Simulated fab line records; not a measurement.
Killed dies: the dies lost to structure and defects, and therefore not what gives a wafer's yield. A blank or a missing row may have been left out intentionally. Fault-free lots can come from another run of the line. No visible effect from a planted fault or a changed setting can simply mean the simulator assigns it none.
fab line records | flow sky130
[record] lots = 13 | wafers = 39 | last-day = 50
route steps=708 shown NWELL@82 VT_ADJUST_LVTN@104 VT_ADJUST_HVTR@141 GATE_OXIDE@198 PAD_OPEN@708
lots that met no fault: taken from a fault-free run of the same line
start-h: the number of hours between the record's first day and the start of the first shown wafer of the lot | wait-h: how many hours have passed since the lot's step before this one | " unchanged from the row above | L1.1+2: a row that stands for several wafers | - no value, or no start was given | * or withheld: withheld | < > ~ a bound
route shown NAME@n: a module of which the file shows steps, and the number in the route of the first | usual: mean/standard deviation taken from wafers without a fault | same: alike in all rows | chamber/n: place in a boat | sites: the reading at each site | _std_site: their standard deviation | _edge_site: mean of outer sites minus mean of inner sites | radius-mm: for every site, how far away it sits from the centre of the wafer | mask NAME#n: copy n | behind: tool/chamber where the wafer was last shaped | hold: what put the lot on hold/how long, in hours/how the hold closed | device: which transistor (n, p or np) failed to switch | end of line: the same wafers' tests at the end of the route | a step without rows: its recipe alone | killed: at the first sort, the dies lost to defects and structure; wafer yield is something else | map: per-die view of a wafer (x killed, . not killed, _ where there is no die)
set.NAME: the run value of the setting; set.NAME@STEP: its run value at that earlier step | model.NAME: the simulator's own value behind a step, which no gauge read
the route's steps for a sample of lots (tables are steps, rows are wafers)
services: when a tool's chamber went out of use (start-h, in hours from the record's first day, below 0 if earlier), for how many hours, and the reason
[[steps]]
[step SKY_NWELL_RS_MEAS_29]
[recipe] thk-meas-gauge = four-point-probe
[usual] NWELL_RS = 624.8/1.5
lot.wafer | tool          | chamber | start-h | wait-h | NWELL_RS[ohm/sq]
L442.1    | film-metro-02 | -       | 110.91  | 0.1    | 623.0
L442.3    | "             | -       | "       | "      | 621.9
L442.6    | "             | -       | "       | "      | 622.5
L443.4    | film-metro-04 | -       | 117.02  | 0.1    | 627.1
L443.5    | "             | -       | "       | "      | 628.4
L443.6    | "             | -       | "       | "      | 628.0
L444.1    | film-metro-04 | -       | 119.59  | 0.1    | 625.1
L444.4    | "             | -       | "       | "      | 627.3
L444.5    | "             | -       | "       | "      | 625.6
L446.1    | film-metro-03 | -       | 133.69  | 0.1    | 624.2
L446.5    | "             | -       | "       | "      | 624.2
L446.6    | "             | -       | "       | "      | 624.9
L447.2    | film-metro-04 | -       | 139.63  | 0.1    | 624.1
L447.3    | "             | -       | "       | "      | 625.0
L447.5    | "             | -       | "       | "      | 624.6
L448.1    | film-metro-02 | -       | 144.29  | 0.1    | 623.9
L448.2    | "             | -       | "       | "      | 623.6
L448.5    | "             | -       | "       | "      | 625.5
L449.1    | film-metro-04 | -       | 147.84  | 0.1    | 624.4
L449.2    | "             | -       | "       | "      | 623.1
L449.3    | "             | -       | "       | "      | 624.9
L455.1    | film-metro-04 | -       | 193.11  | 0.1    | 626.5
L455.2    | "             | -       | "       | "      | 626.5
L455.5    | "             | -       | "       | "      | 625.0
L456.3    | film-metro-04 | -       | 196.73  | 0.1    | 626.8
L456.4    | "             | -       | "       | "      | 626.1
L456.5    | "             | -       | "       | "      | 624.6
L461.3    | film-metro-04 | -       | 227.58  | 0.1    | 625.2
L461.4    | "             | -       | "       | "      | 624.8
L461.6    | "             | -       | "       | "      | 625.5
L462.2    | film-metro-04 | -       | 233.55  | 0.1    | 625.5
L462.3    | "             | -       | "       | "      | 624.2
L462.5    | "             | -       | "       | "      | 625.0
L463.2    | film-metro-04 | -       | 235.67  | 0.1    | 626.4
L463.3    | "             | -       | "       | "      | 625.5
L463.5    | "             | -       | "       | "      | 627.0
L464.2    | film-metro-03 | -       | 243.88  | 0.1    | 623.3
L464.3    | "             | -       | "       | "      | 624.4
L464.4    | "             | -       | "       | "      | 623.4
[step SKY_VT_ADJUST_LVTN_OVL_MEAS_07]
[usual] VT_ADJUST_LVTN_OVL = -0.5/1.4
lot.wafer | tool       | chamber | start-h | wait-h | VT_ADJUST_LVTN_OVL[nm]
L442.1    | overlay-01 | -       | 148.64  | -      | -0.7
L442.3    | "          | -       | "       | "      | 0.3
L442.6    | "          | -       | "       | "      | -1.4
L443.4    | overlay-02 | -       | 155.49  | -      | 0.7
L443.5    | "          | -       | "       | "      | 0.4
L443.6    | "          | -       | "       | "      | 0.0
L444.1    | overlay-02 | -       | 157.59  | -      | -0.6
L444.4    | "          | -       | "       | "      | -0.7
L444.5    | "          | -       | "       | "      | -0.4
L446.1    | overlay-01 | -       | 173.85  | -      | -1.2
L446.5    | "          | -       | "       | "      | -1.2
L446.6    | "          | -       | "       | "      | -1.7
L447.2    | overlay-02 | -       | 181.70  | -      | -4.0
L447.3    | "          | -       | "       | "      | -2.6
L447.5    | "          | -       | "       | "      | -3.6
L448.1    | overlay-02 | -       | 185.64  | -      | 2.8
L448.2    | "          | -       | "       | "      | 2.8
L448.5    | "          | -       | "       | "      | 2.9
L449.1    | overlay-02 | -       | 189.62  | -      | -0.2
L449.2    | "          | -       | "       | "      | -1.1
L449.3    | "          | -       | "       | "      | 0.0
L455.1    | overlay-01 | -       | 238.29  | -      | 1.2
L455.2    | "          | -       | "       | "      | 0.6
L455.5    | "          | -       | "       | "      | 0.2
L456.3    | overlay-01 | -       | 241.14  | -      | -0.5
L456.4    | "          | -       | "       | "      | 0.4
L456.5    | "          | -       | "       | "      | -0.7
L461.3    | overlay-01 | -       | 276.56  | -      | -1.7
L461.4    | "          | -       | "       | "      | -1.6
L461.6    | "          | -       | "       | "      | -0.5
L462.2    | overlay-02 | -       | 281.69  | -      | -0.2
L462.3    | "          | -       | "       | "      | 0.5
L462.5    | "          | -       | "       | "      | -0.3
L463.2    | overlay-01 | -       | 284.49  | -      | -0.8
L463.3    | "          | -       | "       | "      | -1.3
L463.5    | "          | -       | "       | "      | -2.3
L464.2    | overlay-01 | -       | 292.18  | -      | -2.2
L464.3    | "          | -       | "       | "      | -1.4
L464.4    | "          | -       | "       | "      | -0.7
[step SKY_VT_ADJUST_HVTR_STRIP_10]
[recipe] chemistry = O2/N2 | power-w = 1400 | pressure-mtorr = 1500 | platen-temp-c = withheld | o2-flow-sccm = 3000 | n2-flow-sccm = 300 | overash-fraction = 0.5
[usual] drypump-motor-current-A = 5.8/0.54 | oes-product-au = 0.716/0.0052 | strip-time-to-endpoint-s = 14.19/0.058
lot.wafer | tool            | chamber | start-h | wait-h | drypump-motor-current-A | oes-product-au | rf-hours-counter-h | strip-time-to-endpoint-s
L442.1    | plasma-asher-03 | 1       | 212.37  | 0.1    | 5.8                     | 0.722          | 40                 | 14.24
L442.3    | "               | 1       | "       | "      | 5.8                     | 0.718          | -                  | 14.16
L442.6    | "               | 0       | "       | "      | 5.0                     | 0.721          | -                  | 14.20
L443.4    | plasma-asher-02 | 1       | 220.18  | 0.1    | 6.3                     | 0.712          | -                  | 14.15
L443.5    | "               | 1       | "       | "      | 6.3                     | 0.719          | -                  | 14.14
L443.6    | "               | 0       | "       | "      | 6.4                     | 0.713          | -                  | 14.17
L444.1    | plasma-asher-03 | 1       | 224.84  | 0.1    | 5.8                     | 0.723          | 41                 | 14.14
L444.4    | "               | 1       | "       | "      | 5.8                     | 0.714          | -                  | 14.12
L444.5    | "               | 0       | "       | "      | 5.0                     | 0.722          | -                  | 14.12
L446.1    | plasma-asher-03 | 0       | 239.19  | 0.1    | 5.0                     | 0.707          | 42                 | 14.13
L446.5    | "               | 0       | "       | "      | 5.0                     | 0.725          | -                  | 14.16
L446.6    | "               | 1       | "       | "      | 5.8                     | 0.713          | -                  | 14.14
L447.2    | plasma-asher-03 | 0       | 249.95  | 0.1    | 5.0                     | 0.718          | 43                 | 14.14
L447.3    | "               | 0       | "       | "      | 5.0                     | 0.714          | -                  | 14.18
L447.5    | "               | 1       | "       | "      | 5.9                     | 0.718          | -                  | 14.14
L448.1    | plasma-asher-01 | 1       | 252.60  | 0.1    | 5.4                     | 0.710          | 53                 | 14.19
L448.2    | "               | 0       | "       | "      | 6.1                     | 0.712          | 53                 | 14.18
L448.5    | "               | 1       | "       | "      | 5.4                     | 0.715          | -                  | 14.17
L449.1    | plasma-asher-03 | 1       | 257.94  | 0.1    | 5.8                     | 0.707          | 44                 | 14.14
L449.2    | "               | 0       | "       | "      | 5.0                     | 0.714          | 44                 | 14.11
L449.3    | "               | 1       | "       | "      | 5.8                     | 0.714          | -                  | 14.14
L455.1    | plasma-asher-03 | 0       | 314.02  | 0.1    | 5.0                     | 0.721          | 51                 | 14.17
L455.2    | "               | 1       | "       | "      | 5.8                     | 0.713          | 51                 | 14.17
L455.5    | "               | 1       | "       | "      | 5.8                     | 0.715          | -                  | 14.22
L456.3    | plasma-asher-02 | 1       | 317.11  | 0.1    | 6.3                     | 0.715          | -                  | 14.15
L456.4    | "               | 0       | "       | "      | 6.4                     | 0.709          | -                  | 14.16
L456.5    | "               | 0       | "       | "      | 6.4                     | 0.721          | -                  | 14.15
L461.3    | plasma-asher-03 | 0       | 356.11  | 0.1    | 5.0                     | 0.712          | -                  | 14.22
L461.4    | "               | 1       | "       | "      | 5.8                     | 0.720          | -                  | 14.29
L461.6    | "               | 1       | "       | "      | 5.9                     | 0.711          | -                  | 14.30
L462.2    | plasma-asher-03 | 1       | 362.59  | 0.1    | 5.8                     | 0.717          | 55                 | 14.14
L462.3    | "               | 0       | "       | "      | 5.0                     | 0.708          | -                  | 14.08
L462.5    | "               | 1       | "       | "      | 5.9                     | 0.710          | -                  | 14.12
L463.2    | plasma-asher-02 | 1       | 365.26  | 0.1    | 6.3                     | 0.725          | 69                 | 14.21
L463.3    | "               | 1       | "       | "      | 6.3                     | 0.716          | -                  | 14.26
L463.5    | "               | 0       | "       | "      | 6.4                     | 0.722          | -                  | 14.25
L464.2    | plasma-asher-02 | 1       | 373.54  | 0.1    | 6.3                     | 0.725          | 70                 | 14.19
L464.3    | "               | 1       | "       | "      | 6.3                     | 0.718          | -                  | 14.22
L464.4    | "               | 0       | "       | "      | 6.4                     | 0.722          | -                  | 14.20
[step SKY_GATE_OXIDE_IMPLANT_11]
[recipe] species = B | energy-kev = 10 | dose-cm2 = 2.6e+12 | tilt-deg = withheld
[usual] dose-ions-cm2 = 2.5999e+12/2.8e+09 | end-station-pressure-torr = 4.98e-06/2.7e-07
lot.wafer | tool         | chamber | start-h | wait-h | dose-ions-cm2 | end-station-pressure-torr
L442.1    | implanter-04 | 0       | 316.12  | 0.0    | 2.6002e+12    | 5.25e-06
L442.3    | "            | 0       | "       | "      | 2.6071e+12    | 5.06e-06
L442.6    | "            | 0       | "       | "      | 2.6006e+12    | 4.82e-06
L443.4    | implanter-04 | 0       | 325.31  | 0.1    | 2.598e+12     | 4.58e-06
L443.5    | "            | 0       | "       | "      | 2.5988e+12    | 4.99e-06
L443.6    | "            | 0       | "       | "      | 2.6005e+12    | 5.35e-06
L444.1    | implanter-04 | 0       | 334.93  | 0.0    | 2.5995e+12    | 5.5e-06
L444.4    | "            | 0       | "       | "      | 2.6081e+12    | 5.12e-06
L444.5    | "            | 0       | "       | "      | 2.6035e+12    | 4.76e-06
L446.1    | implanter-04 | 0       | 349.23  | 0.0    | 2.5973e+12    | 5.27e-06
L446.5    | "            | 0       | "       | "      | 2.5992e+12    | 5.03e-06
L446.6    | "            | 0       | "       | "      | 2.5985e+12    | 5.12e-06
L447.2    | implanter-03 | 0       | 360.75  | 0.0    | 2.5961e+12    | 5.24e-06
L447.3    | "            | 0       | "       | "      | 2.6001e+12    | 5.1e-06
L447.5    | "            | 0       | "       | "      | 2.6031e+12    | 4.88e-06
L448.1    | implanter-02 | 0       | 364.60  | 0.0    | 2.604e+12     | 4.5e-06
L448.2    | "            | 0       | "       | "      | 2.5979e+12    | 4.82e-06
L448.5    | "            | 0       | "       | "      | 2.6009e+12    | 4.75e-06
L449.1    | implanter-02 | 0       | 372.32  | 0.0    | 2.5982e+12    | 5.32e-06
L449.2    | "            | 0       | "       | "      | 2.5978e+12    | 5.14e-06
L449.3    | "            | 0       | "       | "      | 2.596e+12     | 4.82e-06
L455.1    | implanter-02 | 0       | 435.87  | 0.0    | 2.4967e+12    | 5.45e-06
L455.2    | "            | 0       | "       | "      | 2.4942e+12    | 4.71e-06
L455.5    | "            | 0       | "       | "      | 2.4931e+12    | 4.85e-06
L456.3    | implanter-02 | 0       | 438.92  | 0.1    | 2.4985e+12    | 5.04e-06
L456.4    | "            | 0       | "       | "      | 2.4984e+12    | 5.02e-06
L456.5    | "            | 0       | "       | "      | 2.4963e+12    | 4.92e-06
L461.3    | implanter-04 | 0       | 483.38  | 0.1    | 2.6021e+12    | 5.19e-06
L461.4    | "            | 0       | "       | "      | 2.6009e+12    | 5.35e-06
L461.6    | "            | 0       | "       | "      | 2.6003e+12    | 5.29e-06
L462.2    | implanter-03 | 0       | 491.80  | 0.0    | 2.5968e+12    | 4.48e-06
L462.3    | "            | 0       | "       | "      | 2.5971e+12    | 5.04e-06
L462.5    | "            | 0       | "       | "      | 2.5996e+12    | 4.93e-06
L463.2    | implanter-04 | 0       | 494.38  | 0.0    | 2.5991e+12    | 5.56e-06
L463.3    | "            | 0       | "       | "      | 2.5954e+12    | 5.19e-06
L463.5    | "            | 0       | "       | "      | 2.6021e+12    | 5.14e-06
L464.2    | implanter-03 | 0       | 503.49  | 0.0    | 2.6038e+12    | 5.19e-06
L464.3    | "            | 0       | "       | "      | 2.5972e+12    | 5.07e-06
L464.4    | "            | 0       | "       | "      | 2.6041e+12    | 4.73e-06
[step SKY_PAD_OPEN_PROBE_99]
[usual] killed_at_M0_to_M3 = 43/7.4 | killed_at_M4_up = 3.1/1.9 | killed-at-contacts = 25/5.4 | killed-at-front-end = 15/4.3 | killed-at-other = 0.3/0.54 | killed-dies = 86/10 | killed-open = 46/7.4 | killed-short = 40/7
[same] gross-dies = 492 | killed-at-back-side = 0
lot.wafer | tool      | chamber | start-h | wait-h | killed_at_M0_to_M3 | killed_at_M4_up | killed-at-contacts | killed-at-front-end | killed-at-other | killed-dies | killed-open | killed-short
L447.2    | prober-01 | -       | 1114.26 | 0.1    | 45                 | 2               | 31                 | 13                  | 0               | 91          | 49          | 42
L447.3    | prober-01 | -       | 1114.31 | 0.2    | 36                 | 4               | 26                 | 15                  | 0               | 81          | 56          | 25
L447.5    | prober-01 | -       | 1114.41 | 0.2    | 53                 | 2               | 30                 | 16                  | 1               | 102         | 60          | 42
// killed by level:class
L447.2 VIA1:geometric-particle:open=11 CONTACT:geometric-particle:open=10 VIA2:geometric-particle:open=10 LOCAL_INTERCONNECT:geometric-particle:short=7 METAL1:geometric-particle:short=6 LI_CONTACT:geometric-particle:open=5 CONTACT:geometric-particle:short=5 POLY_GATE:geometric-particle:short=4
L447.3 CONTACT:geometric-particle:open=17 VIA1:geometric-particle:open=9 VIA2:geometric-particle:open=7 FIELD_ISO:geometric-particle:short=5 LI_CONTACT:geometric-particle:open=5 VIA3:geometric-particle:open=5 METAL1:geometric-particle:short=5 FIELD_ISO:geometric-particle:open=4
L447.5 CONTACT:geometric-particle:open=14 VIA1:geometric-particle:open=12 VIA3:geometric-particle:open=7 LI_CONTACT:geometric-particle:open=6 METAL1:geometric-particle:short=6 FIELD_ISO:geometric-particle:open=5 FIELD_ISO:geometric-particle:short=5 LOCAL_INTERCONNECT:geometric-particle:short=5
[[services]]
tool            | chamber | start-h | hours | kind
plasma-asher-01 | -       | 190.72  | 5.4   | repair
plasma-asher-01 | -       | 193.62  | 7.4   | repair
implanter-02    | -       | 196.11  | 2.9   | pm
implanter-04    | -       | 209.42  | 3.1   | pm
plasma-asher-03 | -       | 229.82  | 0.3   | repair
implanter-02    | -       | 234.91  | 1.5   | repair
plasma-asher-01 | -       | 239.41  | 1.6   | repair
implanter-02    | -       | 249.80  | 2.9   | repair
implanter-03    | -       | 252.04  | 3.5   | repair
plasma-asher-03 | -       | 252.71  | 2.8   | pm
plasma-asher-01 | -       | 267.53  | 15.6  | pm
implanter-03    | -       | 271.75  | 3.0   | repair
plasma-asher-01 | -       | 283.13  | 2.8   | pm
plasma-asher-02 | -       | 356.06  | 0.8   | repair
implanter-03    | -       | 380.59  | 100.3 | pm
plasma-asher-02 | -       | 421.25  | 9.0   | pm
plasma-asher-02 | 0       | 421.25  | 9.0   | vent-cycle
plasma-asher-02 | 1       | 421.25  | 9.0   | vent-cycle
plasma-asher-02 | 0       | 430.25  | -     | clean
plasma-asher-02 | 1       | 430.25  | -     | clean
implanter-02    | -       | 478.25  | 13.6  | repair
implanter-02    | -       | 497.63  | 116.3 | pm
plasma-asher-03 | -       | 501.87  | 4.3   | repair
[[key]]
[first-sign] step = SKY_GATE_OXIDE_IMPLANT_11 | reading = dose-ions-cm2 | direction = down | sigmas = 37 | usual = * | struck = *
effect none on later readings
met-at SKY_GATE_OXIDE_IMPLANT_11
struck-lots L455,L456
tester-left-out L455,L456
not-acting-at SKY_NWELL_RS_MEAS_29,SKY_VT_ADJUST_LVTN_OVL_MEAS_07,SKY_VT_ADJUST_HVTR_STRIP_10
onset-between 372.32 435.87
[fault] kind = process-parameter-drift | tool = implanter-02 | chamber = - | onset-h = 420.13 | steps = SKY_GATE_OXIDE_IMPLANT_11 | channel = dose-cm2 | offset = * | shape = step | end-h = 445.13 | acts-in = * | stated = *
// tester-left-out: of these lots the tester's yield and bins aren't shown, on N5 and GAA mostly nor the transistor test; their killed dies are dies lost to structure and defects alone, not to doping, threshold or leakage, so they don't give the yield
